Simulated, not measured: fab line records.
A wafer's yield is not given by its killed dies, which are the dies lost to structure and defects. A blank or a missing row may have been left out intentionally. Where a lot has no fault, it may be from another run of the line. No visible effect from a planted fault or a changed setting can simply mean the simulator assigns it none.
The tool behind it: which one? || flow gf180mcu || Sampling: 24 lots, 72 wafers, 5 of 602 route steps

## WHAT THE GAUGES READ, wafer by wafer
GF_M1_RS_MEAS_05: uses a four-point probe to measure. Usual: M1_ALCU_RS typically reads 0.0695 ohm/sq, with standard deviation 0.00073.
{"lot": "L074", "measured": "day 16 10:59", "on": "filmMetro-02", "M1_ALCU_RS (ohm/sq)": "0.0676 0.0677 0.0677", "flag": ""}
{"lot": "L075", "measured": "day 16 16:32", "on": "filmMetro-02", "M1_ALCU_RS (ohm/sq)": "0.0708 0.0708 0.0710", "flag": ""}
{"lot": "L076", "measured": "day 17 07:28", "on": "filmMetro-02", "M1_ALCU_RS (ohm/sq)": "0.0695 0.0696 0.0692", "flag": ""}
{"lot": "L077", "measured": "day 18 00:05", "on": "filmMetro-01", "M1_ALCU_RS (ohm/sq)": "0.0692 0.0679 0.0688", "flag": ""}
{"lot": "L078", "measured": "day 18 09:53", "on": "filmMetro-02", "M1_ALCU_RS (ohm/sq)": "0.0697 0.0694 0.0696", "flag": ""}
{"lot": "L079", "measured": "day 19 00:52", "on": "filmMetro-03", "M1_ALCU_RS (ohm/sq)": "0.0695 0.0694 0.0695", "flag": ""}
{"lot": "L081", "measured": "day 19 05:26", "on": "filmMetro-02", "M1_ALCU_RS (ohm/sq)": "0.0696 0.0695 0.0691", "flag": ""}
{"lot": "L080", "measured": "day 19 09:32", "on": "filmMetro-01", "M1_ALCU_RS (ohm/sq)": "0.0687 0.0689 0.0690", "flag": ""}
{"lot": "L082", "measured": "day 19 16:59", "on": "filmMetro-01", "M1_ALCU_RS (ohm/sq)": "0.0691 0.0697 0.0695", "flag": ""}
{"lot": "L084", "measured": "day 20 05:16", "on": "filmMetro-02", "M1_ALCU_RS (ohm/sq)": "0.0701 0.0700 0.0694", "flag": ""}
{"lot": "L083", "measured": "day 20 10:35", "on": "filmMetro-01", "M1_ALCU_RS (ohm/sq)": "0.0702 0.0705 0.0702", "flag": ""}
{"lot": "L085", "measured": "day 20 21:10", "on": "filmMetro-03", "M1_ALCU_RS (ohm/sq)": "0.0697 0.0702 0.0700", "flag": ""}
{"lot": "L086", "measured": "day 20 22:57", "on": "filmMetro-01", "M1_ALCU_RS (ohm/sq)": "0.0696 0.0698 0.0694", "flag": ""}
{"lot": "L087", "measured": "day 21 08:55", "on": "filmMetro-01", "M1_ALCU_RS (ohm/sq)": "0.0699 0.0696 0.0696", "flag": ""}
{"lot": "L088", "measured": "day 21 19:41", "on": "filmMetro-03", "M1_ALCU_RS (ohm/sq)": "0.0687 0.0688 0.0687", "flag": ""}
{"lot": "L090", "measured": "day 22 13:23", "on": "filmMetro-03", "M1_ALCU_RS (ohm/sq)": "0.0685 0.0686 0.0683", "flag": ""}
{"lot": "L089", "measured": "day 22 15:01", "on": "filmMetro-02", "M1_ALCU_RS (ohm/sq)": "0.0695 0.0688 0.0692", "flag": ""}
{"lot": "L091", "measured": "day 22 19:13", "on": "filmMetro-01", "M1_ALCU_RS (ohm/sq)": "0.0686 0.0687 0.0688", "flag": ""}
{"lot": "L092", "measured": "day 23 09:32", "on": "filmMetro-02", "M1_ALCU_RS (ohm/sq)": "0.0699 0.0699 0.0699", "flag": ""}
{"lot": "L093", "measured": "day 23 17:30", "on": "filmMetro-01", "M1_ALCU_RS (ohm/sq)": "0.0696 0.0694 0.0690", "flag": ""}
{"lot": "L094", "measured": "day 23 19:17", "on": "filmMetro-03", "M1_ALCU_RS (ohm/sq)": "0.0708 0.0702 0.0712", "flag": ""}
{"lot": "L095", "measured": "day 23 23:43", "on": "filmMetro-02", "M1_ALCU_RS (ohm/sq)": "0.0699 0.0704 0.0699", "flag": ""}
{"lot": "L097", "measured": "day 24 16:23", "on": "filmMetro-02", "M1_ALCU_RS (ohm/sq)": "0.0707 0.0697 0.0702", "flag": ""}
{"lot": "L096", "measured": "day 24 18:20", "on": "filmMetro-03", "M1_ALCU_RS (ohm/sq)": "0.0701 0.0698 0.0696", "flag": ""}

GF_V2_BOW_MEAS_05. Usual: V2_BOW typically reads 100 um, with standard deviation 7.2.
{"lot": "L074", "measured": "day 19 15:44", "on": "filmMetro-02", "V2_BOW (um)": "107 89 102", "flag": ""}
{"lot": "L075", "measured": "day 19 21:08", "on": "filmMetro-02", "V2_BOW (um)": "89 88 98", "flag": ""}
{"lot": "L076", "measured": "day 20 13:01", "on": "filmMetro-01", "V2_BOW (um)": "103 115 95", "flag": ""}
{"lot": "L077", "measured": "day 21 06:38", "on": "filmMetro-04", "V2_BOW (um)": "108 92 113", "flag": ""}
{"lot": "L078", "measured": "day 21 16:29", "on": "filmMetro-04", "V2_BOW (um)": "105 106 103", "flag": ""}
{"lot": "L079", "measured": "day 22 07:07", "on": "filmMetro-02", "V2_BOW (um)": "89 99 98", "flag": ""}
{"lot": "L081", "measured": "day 22 11:13", "on": "filmMetro-01", "V2_BOW (um)": "107 106 102", "flag": ""}
{"lot": "L080", "measured": "day 22 15:41", "on": "filmMetro-02", "V2_BOW (um)": "114 105 103", "flag": ""}
{"lot": "L082", "measured": "day 22 23:32", "on": "filmMetro-01", "V2_BOW (um)": "112 108 107", "flag": ""}
{"lot": "L084", "measured": "day 23 10:20", "on": "filmMetro-04", "V2_BOW (um)": "107 100 96", "flag": ""}
{"lot": "L083", "measured": "day 23 15:28", "on": "filmMetro-01", "V2_BOW (um)": "103 102 94", "flag": ""}
{"lot": "L085", "measured": "day 24 00:50", "on": "filmMetro-02", "V2_BOW (um)": "94 103 109", "flag": ""}
{"lot": "L086", "measured": "day 24 01:52", "on": "filmMetro-04", "V2_BOW (um)": "106 97 90", "flag": ""}
{"lot": "L087", "measured": "day 24 12:54", "on": "filmMetro-04", "V2_BOW (um)": "116 88 89", "flag": ""}
{"lot": "L088", "measured": "day 24 21:36", "on": "filmMetro-04", "V2_BOW (um)": "96 108 112", "flag": ""}
{"lot": "L090", "measured": "day 25 14:46", "on": "filmMetro-04", "V2_BOW (um)": "110 107 94", "flag": ""}
{"lot": "L089", "measured": "day 25 15:20", "on": "filmMetro-04", "V2_BOW (um)": "113 100 95", "flag": ""}
{"lot": "L091", "measured": "day 25 19:28", "on": "filmMetro-01", "V2_BOW (um)": "93 102 100", "flag": ""}
{"lot": "L092", "measured": "day 26 07:50", "on": "filmMetro-01", "V2_BOW (um)": "101 105 101", "flag": ""}
{"lot": "L093", "measured": "day 26 15:53", "on": "filmMetro-02", "V2_BOW (um)": "105 88 99", "flag": ""}
{"lot": "L094", "measured": "day 26 17:55", "on": "filmMetro-02", "V2_BOW (um)": "105 96 100", "flag": ""}
{"lot": "L095", "measured": "day 26 22:10", "on": "filmMetro-04", "V2_BOW (um)": "96 93 100", "flag": ""}
{"lot": "L097", "measured": "day 27 13:14", "on": "filmMetro-04", "V2_BOW (um)": "97 99 96", "flag": ""}
{"lot": "L096", "measured": "day 27 15:23", "on": "filmMetro-02", "V2_BOW (um)": "99 107 91", "flag": ""}

GF_V4_OVL_MEAS_15. Usual: V4_OVL typically reads -5 nm, with standard deviation 4.7.
{"lot": "L074", "measured": "day 24 22:02", "on": "overlay-02", "V4_OVL (nm)": "-6 -7 -5", "flag": ""}
{"lot": "L075", "measured": "day 25 02:19", "on": "overlay-02", "V4_OVL (nm)": "-12 -13 -5", "flag": ""}
{"lot": "L076", "measured": "day 25 17:10", "on": "overlay-01", "V4_OVL (nm)": "-3 -1 -2", "flag": ""}
{"lot": "L077", "measured": "day 26 06:52", "on": "overlay-02", "V4_OVL (nm)": "-9 -5 -8", "flag": ""}
{"lot": "L078", "measured": "day 26 16:44", "on": "overlay-01", "V4_OVL (nm)": "4 2 4", "flag": ""}
{"lot": "L079", "measured": "day 27 05:02", "on": "overlay-01", "V4_OVL (nm)": "-7 -7 -9", "flag": ""}
{"lot": "L081", "measured": "day 27 07:18", "on": "overlay-02", "V4_OVL (nm)": "-5 -5 -8", "flag": ""}
{"lot": "L080", "measured": "day 27 12:05", "on": "overlay-01", "V4_OVL (nm)": "-9 -3 -11", "flag": ""}
{"lot": "L082", "measured": "day 27 19:35", "on": "overlay-01", "V4_OVL (nm)": "-6 -5 -4", "flag": ""}
{"lot": "L084", "measured": "day 28 03:53", "on": "overlay-01", "V4_OVL (nm)": "-3 -9 -5", "flag": ""}
{"lot": "L083", "measured": "day 28 09:49", "on": "overlay-02", "V4_OVL (nm)": "-3 -8 2", "flag": ""}
{"lot": "L085", "measured": "day 28 17:24", "on": "overlay-01", "V4_OVL (nm)": "-14 -15 -13", "flag": ""}
{"lot": "L086", "measured": "day 28 18:10", "on": "overlay-01", "V4_OVL (nm)": "7 -4 3", "flag": ""}
{"lot": "L087", "measured": "day 29 01:54", "on": "overlay-02", "V4_OVL (nm)": "-5 -1 2", "flag": ""}
{"lot": "L088", "measured": "day 29 11:04", "on": "overlay-01", "V4_OVL (nm)": "-7 -7 -3", "flag": ""}
{"lot": "L090", "measured": "day 30 01:05", "on": "overlay-02", "V4_OVL (nm)": "-12 -5 -8", "flag": ""}
{"lot": "L089", "measured": "day 30 01:59", "on": "overlay-01", "V4_OVL (nm)": "-8 -15 -12", "flag": ""}
{"lot": "L091", "measured": "day 30 07:13", "on": "overlay-02", "V4_OVL (nm)": "-9 -11 -7", "flag": ""}
{"lot": "L092", "measured": "day 30 18:21", "on": "overlay-01", "V4_OVL (nm)": "2 -1 -5", "flag": ""}
{"lot": "L093", "measured": "day 31 00:47", "on": "overlay-02", "V4_OVL (nm)": "-3 -2 1", "flag": ""}
{"lot": "L094", "measured": "day 31 02:04", "on": "overlay-02", "V4_OVL (nm)": "1 3 -1", "flag": ""}
{"lot": "L095", "measured": "day 31 08:11", "on": "overlay-01", "V4_OVL (nm)": "-3 0 -4", "flag": ""}
{"lot": "L097", "measured": "day 31 18:18", "on": "overlay-02", "V4_OVL (nm)": "-1 -4 -7", "flag": ""}
{"lot": "L096", "measured": "day 31 20:32", "on": "overlay-01", "V4_OVL (nm)": "-8 1 -6", "flag": ""}

## EACH LOT AND THE TOOL THAT RAN IT (in order: tool; ch and the chambers of the sampled wafers; start)
{"lot": "L074", "GF_M1_SPUTTER_03": "pvdSputter-04, day 16 10:56", "GF_V3_ETCH_16": "rieDiel-04 ch 1, day 22 20:47"}
{"lot": "L075", "GF_M1_SPUTTER_03": "pvdSputter-02, day 16 16:29", "GF_V3_ETCH_16": "rieDiel-02 ch 0,2,3, day 23 01:52"}
{"lot": "L076", "GF_M1_SPUTTER_03": "pvdSputter-04, day 17 07:23", "GF_V3_ETCH_16": "rieDiel-01 ch 1,2, day 23 17:22"}
{"lot": "L077", "GF_M1_SPUTTER_03": "pvdSputter-04, day 18 00:01", "GF_V3_ETCH_16": "rieDiel-01 ch 0,1, day 24 08:32"}
{"lot": "L078", "GF_M1_SPUTTER_03": "pvdSputter-02, day 18 09:49", "GF_V3_ETCH_16": "rieDiel-01 ch 0,2,3, day 24 18:17"}
{"lot": "L079", "GF_M1_SPUTTER_03": "pvdSputter-04, day 19 00:47", "GF_V3_ETCH_16": "rieDiel-01 ch 0,2, day 25 07:38"}
{"lot": "L081", "GF_M1_SPUTTER_03": "pvdSputter-04, day 19 05:20", "GF_V3_ETCH_16": "rieDiel-01 ch 0,2,3, day 25 10:41"}
{"lot": "L080", "GF_M1_SPUTTER_03": "pvdSputter-04, day 19 09:29", "GF_V3_ETCH_16": "rieDiel-04 ch 2,3, day 25 15:08"}
{"lot": "L082", "GF_M1_SPUTTER_03": "pvdSputter-02, day 19 16:56", "GF_V3_ETCH_16": "rieDiel-02 ch 1,3, day 25 22:07"}
{"lot": "L084", "GF_M1_SPUTTER_03": "pvdSputter-03, day 20 05:10", "GF_V3_ETCH_16": "rieDiel-01 ch 2,3, day 26 08:17"}
{"lot": "L083", "GF_M1_SPUTTER_03": "pvdSputter-02, day 20 10:31", "GF_V3_ETCH_16": "rieDiel-01 ch 1,2,3, day 26 12:59"}
{"lot": "L085", "GF_M1_SPUTTER_03": "pvdSputter-04, day 20 21:04", "GF_V3_ETCH_16": "rieDiel-01 ch 2,3, day 26 22:05"}
{"lot": "L086", "GF_M1_SPUTTER_03": "pvdSputter-03, day 20 22:52", "GF_V3_ETCH_16": "rieDiel-02 ch 0,2, day 26 22:55"}
{"lot": "L087", "GF_M1_SPUTTER_03": "pvdSputter-04, day 21 08:50", "GF_V3_ETCH_16": "rieDiel-04 ch 0,1,2, day 27 07:29"}
{"lot": "L088", "GF_M1_SPUTTER_03": "pvdSputter-04, day 21 19:37", "GF_V3_ETCH_16": "rieDiel-02 ch 1,2,3, day 27 16:34"}
{"lot": "L090", "GF_M1_SPUTTER_03": "pvdSputter-04, day 22 13:19", "GF_V3_ETCH_16": "rieDiel-02 ch 0,1,2, day 28 07:56"}
{"lot": "L089", "GF_M1_SPUTTER_03": "pvdSputter-03, day 22 14:57", "GF_V3_ETCH_16": "rieDiel-01 ch 0,1,3, day 28 08:29"}
{"lot": "L091", "GF_M1_SPUTTER_03": "pvdSputter-04, day 22 19:09", "GF_V3_ETCH_16": "rieDiel-04 ch 0,2,3, day 28 13:49"}
{"lot": "L092", "GF_M1_SPUTTER_03": "pvdSputter-03, day 23 09:25", "GF_V3_ETCH_16": "rieDiel-01 ch 0,2,3, day 29 00:38"}
{"lot": "L093", "GF_M1_SPUTTER_03": "pvdSputter-02, day 23 17:24", "GF_V3_ETCH_16": "rieDiel-02 ch 0,1, day 29 08:11"}
{"lot": "L094", "GF_M1_SPUTTER_03": "pvdSputter-02, day 23 19:12", "GF_V3_ETCH_16": "rieDiel-04 ch 0,2, day 29 09:32"}
{"lot": "L095", "GF_M1_SPUTTER_03": "pvdSputter-02, day 23 23:37", "GF_V3_ETCH_16": "rieDiel-02 ch 0,1,2, day 29 14:31"}
{"lot": "L097", "GF_M1_SPUTTER_03": "pvdSputter-03, day 24 16:17", "GF_V3_ETCH_16": "rieDiel-01 ch 2,3, day 30 03:16"}
{"lot": "L096", "GF_M1_SPUTTER_03": "pvdSputter-02, day 24 18:17", "GF_V3_ETCH_16": "rieDiel-02 ch 0,1,2, day 30 05:02"}
- GF_M1_SPUTTER_03: material Ti, target thk 10 nm, time 6.7 s.
- GF_V3_ETCH_16: etches BARC in N2/H2.

## WHAT THE TOOLS THEMSELVES READ (means of the sampled wafers that have a number; where no wafer has one, the mark that the record gives instead)
GF_M1_SPUTTER_03. Usual: chamberPressurePa 0.3001 Pa, standard deviation 0.00063; substrateTempC 299.97 C, standard deviation 0.23; throttleValvePct 30.3 %, standard deviation 0.91.
{"lot": "L074", "tool": "pvdSputter-04", "chamberPressurePa (Pa)": 0.3001, "substrateTempC (C)": 299.99, "throttleValvePct (%)": 30.0, "flag": ""}
{"lot": "L075", "tool": "pvdSputter-02", "chamberPressurePa (Pa)": 0.3003, "substrateTempC (C)": 300.10, "throttleValvePct (%)": 30.8, "flag": ""}
{"lot": "L076", "tool": "pvdSputter-04", "chamberPressurePa (Pa)": 0.2997, "substrateTempC (C)": 300.15, "throttleValvePct (%)": 30.7, "flag": ""}
{"lot": "L077", "tool": "pvdSputter-04", "chamberPressurePa (Pa)": 0.2996, "substrateTempC (C)": 300.17, "throttleValvePct (%)": 29.7, "flag": ""}
{"lot": "L078", "tool": "pvdSputter-02", "chamberPressurePa (Pa)": 0.2995, "substrateTempC (C)": 300.07, "throttleValvePct (%)": 30.6, "flag": ""}
{"lot": "L079", "tool": "pvdSputter-04", "chamberPressurePa (Pa)": 0.3005, "substrateTempC (C)": 299.87, "throttleValvePct (%)": 30.1, "flag": ""}
{"lot": "L081", "tool": "pvdSputter-04", "chamberPressurePa (Pa)": 0.3001, "substrateTempC (C)": 299.96, "throttleValvePct (%)": 29.7, "flag": ""}
{"lot": "L080", "tool": "pvdSputter-04", "chamberPressurePa (Pa)": 0.2997, "substrateTempC (C)": 299.95, "throttleValvePct (%)": 30.0, "flag": ""}
{"lot": "L082", "tool": "pvdSputter-02", "chamberPressurePa (Pa)": 0.2997, "substrateTempC (C)": 299.98, "throttleValvePct (%)": 30.1, "flag": ""}
{"lot": "L084", "tool": "pvdSputter-03", "chamberPressurePa (Pa)": 0.3003, "substrateTempC (C)": 299.74, "throttleValvePct (%)": 29.4, "flag": ""}
{"lot": "L083", "tool": "pvdSputter-02", "chamberPressurePa (Pa)": 0.2998, "substrateTempC (C)": 300.28, "throttleValvePct (%)": 30.7, "flag": ""}
{"lot": "L085", "tool": "pvdSputter-04", "chamberPressurePa (Pa)": 0.3000, "substrateTempC (C)": 299.99, "throttleValvePct (%)": 29.8, "flag": ""}
{"lot": "L086", "tool": "pvdSputter-03", "chamberPressurePa (Pa)": 0.3002, "substrateTempC (C)": 300.03, "throttleValvePct (%)": 29.2, "flag": ""}
{"lot": "L087", "tool": "pvdSputter-04", "chamberPressurePa (Pa)": 0.3002, "substrateTempC (C)": 300.12, "throttleValvePct (%)": 30.2, "flag": ""}
{"lot": "L088", "tool": "pvdSputter-04", "chamberPressurePa (Pa)": 0.3001, "substrateTempC (C)": 299.82, "throttleValvePct (%)": 30.2, "flag": ""}
{"lot": "L090", "tool": "pvdSputter-04", "chamberPressurePa (Pa)": 0.2999, "substrateTempC (C)": 300.14, "throttleValvePct (%)": 30.2, "flag": ""}
{"lot": "L089", "tool": "pvdSputter-03", "chamberPressurePa (Pa)": 0.2999, "substrateTempC (C)": 299.93, "throttleValvePct (%)": 30.3, "flag": ""}
{"lot": "L091", "tool": "pvdSputter-04", "chamberPressurePa (Pa)": 0.3003, "substrateTempC (C)": 300.07, "throttleValvePct (%)": 30.3, "flag": ""}
{"lot": "L092", "tool": "pvdSputter-03", "chamberPressurePa (Pa)": 0.3001, "substrateTempC (C)": 299.89, "throttleValvePct (%)": 30.1, "flag": ""}
{"lot": "L093", "tool": "pvdSputter-02", "chamberPressurePa (Pa)": 0.3009, "substrateTempC (C)": 300.02, "throttleValvePct (%)": 31.6, "flag": ""}
{"lot": "L094", "tool": "pvdSputter-02", "chamberPressurePa (Pa)": 0.2996, "substrateTempC (C)": 300.01, "throttleValvePct (%)": 31.0, "flag": ""}
{"lot": "L095", "tool": "pvdSputter-02", "chamberPressurePa (Pa)": 0.3000, "substrateTempC (C)": 299.96, "throttleValvePct (%)": 30.5, "flag": ""}
{"lot": "L097", "tool": "pvdSputter-03", "chamberPressurePa (Pa)": 0.3003, "substrateTempC (C)": 300.11, "throttleValvePct (%)": 30.2, "flag": ""}
{"lot": "L096", "tool": "pvdSputter-02", "chamberPressurePa (Pa)": 0.3004, "substrateTempC (C)": 299.92, "throttleValvePct (%)": 31.0, "flag": ""}

GF_V3_ETCH_16. Usual: biasW 100.0 W, standard deviation 0.32; drypumpMotorCurrentA 5.5 A, standard deviation 0.48; oesProductAu 0.855 a.u., standard deviation 0.0044; throttleValvePct 13.224 %, standard deviation 0.0094.
{"lot": "L074", "tool": "rieDiel-04", "biasW (W)": 99.8, "drypumpMotorCurrentA (A)": 6.2, "oesProductAu (a.u.)": 0.856, "throttleValvePct (%)": 13.222, "flag": ""}
{"lot": "L075", "tool": "rieDiel-02", "biasW (W)": 99.8, "drypumpMotorCurrentA (A)": 5.6, "oesProductAu (a.u.)": 0.860, "throttleValvePct (%)": 13.225, "flag": ""}
{"lot": "L076", "tool": "rieDiel-01", "biasW (W)": 100.0, "drypumpMotorCurrentA (A)": 5.5, "oesProductAu (a.u.)": 0.858, "throttleValvePct (%)": 13.221, "flag": ""}
{"lot": "L077", "tool": "rieDiel-01", "biasW (W)": 100.3, "drypumpMotorCurrentA (A)": 5.0, "oesProductAu (a.u.)": 0.855, "throttleValvePct (%)": 13.219, "flag": ""}
{"lot": "L078", "tool": "rieDiel-01", "biasW (W)": 100.0, "drypumpMotorCurrentA (A)": 5.7, "oesProductAu (a.u.)": 0.853, "throttleValvePct (%)": 13.231, "flag": ""}
{"lot": "L079", "tool": "rieDiel-01", "biasW (W)": 100.0, "drypumpMotorCurrentA (A)": 5.4, "oesProductAu (a.u.)": 0.851, "throttleValvePct (%)": 13.233, "flag": ""}
{"lot": "L081", "tool": "rieDiel-01", "biasW (W)": 100.3, "drypumpMotorCurrentA (A)": 5.7, "oesProductAu (a.u.)": 0.858, "throttleValvePct (%)": 13.226, "flag": ""}
{"lot": "L080", "tool": "rieDiel-04", "biasW (W)": 99.5, "drypumpMotorCurrentA (A)": 5.4, "oesProductAu (a.u.)": 0.858, "throttleValvePct (%)": 13.227, "flag": ""}
{"lot": "L082", "tool": "rieDiel-02", "biasW (W)": 100.0, "drypumpMotorCurrentA (A)": 5.7, "oesProductAu (a.u.)": 0.854, "throttleValvePct (%)": 13.227, "flag": ""}
{"lot": "L084", "tool": "rieDiel-01", "biasW (W)": 99.7, "drypumpMotorCurrentA (A)": 6.0, "oesProductAu (a.u.)": 0.857, "throttleValvePct (%)": 13.215, "flag": ""}
{"lot": "L083", "tool": "rieDiel-01", "biasW (W)": 100.2, "drypumpMotorCurrentA (A)": 5.5, "oesProductAu (a.u.)": 0.859, "throttleValvePct (%)": 13.220, "flag": ""}
{"lot": "L085", "tool": "rieDiel-01", "biasW (W)": 99.9, "drypumpMotorCurrentA (A)": 6.0, "oesProductAu (a.u.)": 0.857, "throttleValvePct (%)": 13.228, "flag": ""}
{"lot": "L086", "tool": "rieDiel-02", "biasW (W)": 99.6, "drypumpMotorCurrentA (A)": 5.2, "oesProductAu (a.u.)": 0.853, "throttleValvePct (%)": 13.212, "flag": ""}
{"lot": "L087", "tool": "rieDiel-04", "biasW (W)": 99.9, "drypumpMotorCurrentA (A)": 5.6, "oesProductAu (a.u.)": 0.857, "throttleValvePct (%)": 13.221, "flag": ""}
{"lot": "L088", "tool": "rieDiel-02", "biasW (W)": 99.9, "drypumpMotorCurrentA (A)": 5.7, "oesProductAu (a.u.)": 0.856, "throttleValvePct (%)": 13.216, "flag": ""}
{"lot": "L090", "tool": "rieDiel-02", "biasW (W)": 100.4, "drypumpMotorCurrentA (A)": 5.5, "oesProductAu (a.u.)": 0.858, "throttleValvePct (%)": 13.232, "flag": ""}
{"lot": "L089", "tool": "rieDiel-01", "biasW (W)": 100.2, "drypumpMotorCurrentA (A)": 5.3, "oesProductAu (a.u.)": 0.859, "throttleValvePct (%)": 13.216, "flag": ""}
{"lot": "L091", "tool": "rieDiel-04", "biasW (W)": 100.0, "drypumpMotorCurrentA (A)": 5.3, "oesProductAu (a.u.)": 0.853, "throttleValvePct (%)": 13.217, "flag": ""}
{"lot": "L092", "tool": "rieDiel-01", "biasW (W)": 99.8, "drypumpMotorCurrentA (A)": 5.7, "oesProductAu (a.u.)": 0.852, "throttleValvePct (%)": 13.224, "flag": ""}
{"lot": "L093", "tool": "rieDiel-02", "biasW (W)": 99.8, "drypumpMotorCurrentA (A)": 5.1, "oesProductAu (a.u.)": 0.858, "throttleValvePct (%)": 13.232, "flag": ""}
{"lot": "L094", "tool": "rieDiel-04", "biasW (W)": 100.1, "drypumpMotorCurrentA (A)": 5.4, "oesProductAu (a.u.)": 0.852, "throttleValvePct (%)": 13.222, "flag": ""}
{"lot": "L095", "tool": "rieDiel-02", "biasW (W)": 99.9, "drypumpMotorCurrentA (A)": 5.5, "oesProductAu (a.u.)": 0.858, "throttleValvePct (%)": 13.219, "flag": ""}
{"lot": "L097", "tool": "rieDiel-01", "biasW (W)": 100.2, "drypumpMotorCurrentA (A)": 6.0, "oesProductAu (a.u.)": 0.857, "throttleValvePct (%)": 13.223, "flag": ""}
{"lot": "L096", "tool": "rieDiel-02", "biasW (W)": 100.2, "drypumpMotorCurrentA (A)": 5.5, "oesProductAu (a.u.)": 0.856, "throttleValvePct (%)": 13.223, "flag": ""}

## THE ANSWER, worked out from the rows above alone
Rule: lot off if the mean of its wafers having a number is beyond 3 standard deviations from the usual mean. Also off: a lot with no number at a reading for which 4 or more lots have one. Where the step has rows for the other lots, those lots are counted as sound. Order of review: gauges by route order, followed by the tools' own readings, for which a lot's mean as printed above is used. At the first step where some lot is off, the reading lying furthest off is the one used; lots without a number count as furthest.
Nothing can be told from this: no lot is off at any reading shown.

## WHAT THE SIMULATOR PUT IN
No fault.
